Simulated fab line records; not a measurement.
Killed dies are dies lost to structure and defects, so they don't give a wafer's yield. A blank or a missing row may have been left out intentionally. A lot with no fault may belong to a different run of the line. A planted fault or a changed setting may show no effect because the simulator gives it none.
Struck lot and sound lot, side by side + flow sky130 + 15 out of 708 route steps
Sound: the wafers L741.3, L741.5, L741.6. Wafers struck: L745.4, L745.5, L745.6. Last of all comes the cause.
Order at every step that has rows: each side's tool, ch and its chambers, its first start. Under that, the readings that differ: sound wafers + struck wafers + difference of the means + sigmas: that difference in standard deviations of wafers without a fault.
alike: a reading whose means differ by less than 2 such deviations, as well as words and numbers matching on both sides. not compared: withheld readings; readings where some wafer has no value; bounds like >300 that might hide an equal value; numbers whose values overlap and for which the record gives no deviation.
Wherever a step has rows on one side only, a row that says differs or no value, or a row with sigmas, the two part there. Numbers that don't overlap but have no deviation are shown without sigmas and don't part them. A reading that every wafer of one side lacks parts them only if that side has two wafers or more.

first, 4 steps without rows for these wafers: SKY_RES_XHIGH_EXPOSE_04 (exposes mask URPM, target cd 1270 nm); SKY_RES_XHIGH_PEB_05; SKY_RES_XHIGH_DEVELOP_06 (develop time 60 s); SKY_RES_XHIGH_IMPLANT_07.
SKY_RES_XHIGH_STRIP_08: strips in O2/N2.
  sound on plasma asher-01 ch 0,1, day 28 17:44; struck on plasma asher-02 ch 0,1, day 30 00:43
  alike: drypump motor current A, oes product au, strip time to endpoint s
  not compared: rf hours counter h
SKY_RES_XHIGH_TW_MEAS_09:
  sound: film metro-04 at day 28 17:49; struck: film metro-01 at day 30 00:49
  alike: RES_XHIGH_TW
then, 6 steps without rows for these wafers: SKY_SD_N_DEHYDRATE_00 (time 60 s); SKY_SD_N_HMDS_01 (prime time 60 s); SKY_SD_N_COAT_02 (resist thk 1140 nm); SKY_SD_N_SOFTBAKE_03 (time 60 s); SKY_SD_N_EXPOSE_04 (exposes mask NSDM, target cd 380 nm); SKY_SD_N_PEB_05.
SKY_SD_N_DEVELOP_06: develop time 60 s.
  sound on litho track-04 ch 0, day 29 20:44; struck on litho track-01 ch 0, day 31 04:32
| reading              | sound             | struck            | difference | sigmas |
|----------------------|-------------------|-------------------|------------|--------|
| developer temp C (C) | 23.10 23.07 23.01 | 22.27 22.06 22.19 | -0.89      | -8     |
SKY_SD_N_CD_MEAS_07: target cd 380 nm.
  sound: cd sem-01 at day 29 20:53; struck: cd sem-02 at day 31 04:40
  alike: cd nm
-- the record jumps here: 17 days lie between the struck wafers' starts before and after (it left off in module SD_N and takes up again in module PAD_OPEN, whose first step shown is number 708 of the route) --
SKY_PAD_OPEN_PROBE_99:
  sound: prober-01 at day 47 05:40; struck: prober-01 at day 48 02:04
  alike: killed_at_M0_to_M3, killed_at_M4_up, killed at contacts, killed at front end, killed at other, killed dies, killed open, killed short

== WHERE THEY PART ==
Only at SKY_SD_N_DEVELOP_06, as far as this record shows. Later steps at which nothing parts them and some readings are alike: SKY_SD_N_CD_MEAS_07, SKY_PAD_OPEN_PROBE_99.

WHY: the cause the simulator had injected
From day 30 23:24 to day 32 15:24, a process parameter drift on litho track-01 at SKY_SD_N_DEVELOP_06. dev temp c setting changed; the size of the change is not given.
